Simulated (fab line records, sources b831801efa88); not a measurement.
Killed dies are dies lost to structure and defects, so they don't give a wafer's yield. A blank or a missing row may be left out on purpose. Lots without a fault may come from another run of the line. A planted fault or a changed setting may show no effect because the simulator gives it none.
A struck lot beside a sound one | flow gf180mcu | 15 steps out of a route of 602
Sound: wafers L529.1, L529.4, L529.6. Struck: wafers L542.1, L542.2, L542.6. The cause comes at the end.
At each step with rows: each side's tool, then ch and its chambers, then its first start. Under that, the readings that differ: sound wafers | struck wafers | difference of the means | sigmas: that difference in standard deviations of wafers without a fault.
alike: readings whose means differ by less than 2 such deviations, and words and numbers that are the same on both sides. not compared: withheld readings, readings that some wafer has no value for, bounds like >300 that may hide the same value, and numbers for which the record gives no deviation and whose values overlap.
The two part at a step that has a row with sigmas, a row that says differs or no value, or rows on one side only. Numbers that don't overlap but have no deviation are shown without sigmas and don't part them. A reading that every wafer of one side lacks parts them only if that side has two wafers or more.

first, 4 steps without rows for these wafers: GF_HV_LDD_IMPLANT_33; GF_HV_LDD_IMPLANT_34; GF_HV_LDD_IMPLANT_35; GF_HV_LDD_IMPLANT_36.
GF_HV_LDD_STRIP_37: strips in O2/N2.
  sound on plasma_asher-04 ch 0,1, day 13 16:25; struck on plasma_asher-02 ch 0,1, day 18 06:19
  alike: drypump_motor_current_A, heater_power_w, oes_product_au, strip_time_to_endpoint_s
  not compared: rf_hours_counter_h
GF_HV_LDD_TW_MEAS_38:
  sound on film_metro-01, day 13 16:31; struck on film_metro-03, day 18 06:25
  reading     | sound          | struck         | difference | sigmas
  HV_LDD_3_TW | 1454 1462 1453 | 1417 1421 1428 | -34        | -3
then, 6 steps without rows for these wafers: GF_HV_LDD_DEHYDRATE_39 (time 60 s); GF_HV_LDD_HMDS_40 (prime time 60 s); GF_HV_LDD_COAT_41 (resist thk 1000 nm); GF_HV_LDD_SOFTBAKE_42 (time 60 s); GF_HV_LDD_EXPOSE_43 (exposes mask Pplus HV AREA, target cd 400 nm); GF_HV_LDD_PEB_44.
GF_HV_LDD_DEVELOP_45: develop time 60 s.
  sound on litho_track-02 ch 0, day 14 12:45; struck on litho_track-03 ch 0, day 19 05:49
  reading              | sound             | struck            | difference | sigmas
  developer_temp_C (C) | 23.01 23.14 23.05 | 23.64 23.57 23.68 | +0.56      | +5
GF_HV_LDD_CD_MEAS_46: target cd 400 nm.
  sound on cd_sem-01, day 14 12:54; struck on cd_sem-01, day 19 05:58
  reading    | sound             | struck            | difference | sigmas
  cd_nm (nm) | 400.9 401.6 403.2 | 397.7 397.7 395.2 | -5.0       | -2
then, 1 step without rows for these wafers: GF_PASSIVATION_PROBE_99.

WHERE THEY PART
First at GF_HV_LDD_TW_MEAS_38; last, within this record, at GF_HV_LDD_CD_MEAS_46.

WHY: what the simulator had put in
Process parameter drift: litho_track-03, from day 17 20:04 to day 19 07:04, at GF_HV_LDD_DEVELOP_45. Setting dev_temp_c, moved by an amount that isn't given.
